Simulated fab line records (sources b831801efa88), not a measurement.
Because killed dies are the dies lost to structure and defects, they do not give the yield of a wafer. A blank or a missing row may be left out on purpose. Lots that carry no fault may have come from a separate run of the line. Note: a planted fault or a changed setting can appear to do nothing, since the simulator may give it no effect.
Which tool was responsible? :: flow gf180mcu :: Sampling: 6 lots, 17 wafers, 2 of 602 route steps

## WHAT THE GAUGES READ, wafer by wafer
GF_VT_IMPLANT_TW_MEAS_43.
lot: L368
measured: day 8 01:11
on: film_metro-03
VT_IMPLANT_4_TW: 688 685 690

lot: L371
measured: day 8 21:29
on: film_metro-02
VT_IMPLANT_4_TW: 698 693 694

lot: L374
measured: day 9 16:53
on: film_metro-01
VT_IMPLANT_4_TW: 701 698 698

lot: L376
measured: day 10 08:32
on: film_metro-01
VT_IMPLANT_4_TW: 694 698 701

lot: L380
measured: day 11 11:38
on: film_metro-03
VT_IMPLANT_4_TW: 674 673

lot: L388
measured: day 13 22:18
on: film_metro-02
VT_IMPLANT_4_TW: 693 695 694

## WHAT TOOL EACH LOT RAN ON (gives the tool, then ch and the chambers of the sampled wafers, and finally the start)
lot: L368
GF_VT_IMPLANT_IMPLANT_41: implanter-04 ch 0, day 8 00:57

lot: L371
GF_VT_IMPLANT_IMPLANT_41: implanter-04 ch 0, day 8 21:14

lot: L374
GF_VT_IMPLANT_IMPLANT_41: implanter-02 ch 0, day 9 16:38

lot: L376
GF_VT_IMPLANT_IMPLANT_41: implanter-02 ch 0, day 10 08:17

lot: L380
GF_VT_IMPLANT_IMPLANT_41: implanter-02 ch 0, day 11 11:23

lot: L388
GF_VT_IMPLANT_IMPLANT_41: implanter-03 ch 0, day 13 22:03
- GF_VT_IMPLANT_IMPLANT_41

## THE ANSWER, worked out from the rows above alone
Rule: the lots themselves supply what counts as usual. The widest of any qualifying gaps counts: lots, ordered by their means at a reading, are off when they make up no more than a third of the lots, leave a main group of 4 or more, and stand apart from it by 3 or more times the standard deviation of that group's means. A main group is skipped when, at the precision printed for the reading in the tables above, its means are all equal. A lot without any number at a reading at which 4 lots or more have one is off too. Where the step has rows for the other lots, those lots are counted as sound.
Off: L380, seen at GF_VT_IMPLANT_TW_MEAS_43 (VT_IMPLANT_4_TW). Mean 695 and standard deviation 3.9 in the main group.
A tool fits if, at a process step before that reading, it ran every lot that is off, and no sound lot after the first of them. The gauges at GF_VT_IMPLANT_TW_MEAS_43 are tried like those tools. Can't be told from this: 2 tools fit, implanter-02 at GF_VT_IMPLANT_IMPLANT_41, film_metro-03 at GF_VT_IMPLANT_TW_MEAS_43.

## WHAT HAD BEEN PUT IN BY THE SIMULATOR
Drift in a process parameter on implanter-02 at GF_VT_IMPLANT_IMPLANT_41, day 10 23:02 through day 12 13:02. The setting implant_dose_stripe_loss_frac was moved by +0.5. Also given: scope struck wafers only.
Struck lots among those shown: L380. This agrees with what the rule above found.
